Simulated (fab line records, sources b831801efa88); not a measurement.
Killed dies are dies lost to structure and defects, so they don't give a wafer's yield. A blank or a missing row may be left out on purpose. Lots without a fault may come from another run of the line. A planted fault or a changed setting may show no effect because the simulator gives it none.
One fault seen from 2 desks | flow sky130 | each desk has only its own numbers; what lay behind them comes last

THE TOOL OWNER'S DESK: pvd_sputter-03
The tool's own readings at SKY_METAL2_SPUTTER_02 (material AlCu, target thk 250 nm, time 13.3 s): means of the sampled wafers that have a number, for each lot that ran on this tool. A lot is out of limits, marked OUT, if its mean lies more than 4 standard deviations from the usual mean; the brackets give that distance.
Columns: A = chamber_pressure_pa at SKY_METAL2_SPUTTER_02, usual 0.4000 Pa; B = throttle_valve_pct at SKY_METAL2_SPUTTER_02, usual 29.7 %
lot  | first seen here | A                | B
L605 | day 33 23:56    | 0.4011           | 30.5
L616 | day 37 12:22    | 0.3837 (-20) OUT | 31.1
L623 | day 40 15:52    | 0.4002           | 30.6
L624 | day 40 16:42    | 0.3995           | 29.8
L625 | day 40 19:31    | 0.4006           | 30.3
L628 | day 41 18:35    | 0.4000           | 30.5
This desk's finding: out of limits on L616; first on L616, day 37 12:22 (chamber_pressure_pa at SKY_METAL2_SPUTTER_02). In limits: L605, L623, L624, L625, L628.

THE METROLOGY DESK
What the gauges read, lot by lot, whatever tool the lot ran on: means of the sampled wafers that have a number. A lot is out of limits, marked OUT, if its mean lies more than 4 standard deviations from the usual mean; the brackets give that distance.
Columns: A = METAL2_ALCU_RS at SKY_METAL2_RS_MEAS_05, usual 0.1270 ohm/sq
lot  | first seen here | A
L605 | day 34 00:02    | 0.1267
L607 | day 34 18:04    | 0.1273
L608 | day 35 02:16    | 0.1266
L616 | day 37 12:29    | 0.1254
L621 | day 39 08:22    | 0.1268
L619 | day 39 11:46    | 0.1276
L623 | day 40 15:58    | 0.1276
L624 | day 40 16:48    | 0.1273
L625 | day 40 19:37    | 0.1261
L627 | day 41 14:15    | 0.1283
L628 | day 41 18:44    | 0.1270
This desk's finding: nothing out of limits on any of the 11 lots.

PUT TOGETHER
The tool owner's desk could have raised an alarm at day 37 12:22, on L616.
The metrology desk saw nothing out of limits.
The metrology desk has L616 on record, within its limits.
Of the lots named, all ran SKY_METAL2_SPUTTER_02 on pvd_sputter-03.

WHAT THE SIMULATOR HAD PUT IN
Process parameter drift: pvd_sputter-03, from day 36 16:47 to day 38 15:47, at SKY_METAL2_SPUTTER_02. Setting chamber_pressure_pa, moved by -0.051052, from 0.4. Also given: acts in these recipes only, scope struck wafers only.
Lots struck among those shown: L616.
Hours from the fault's start to each desk's first reading out of limits: the tool owner's desk, 20.
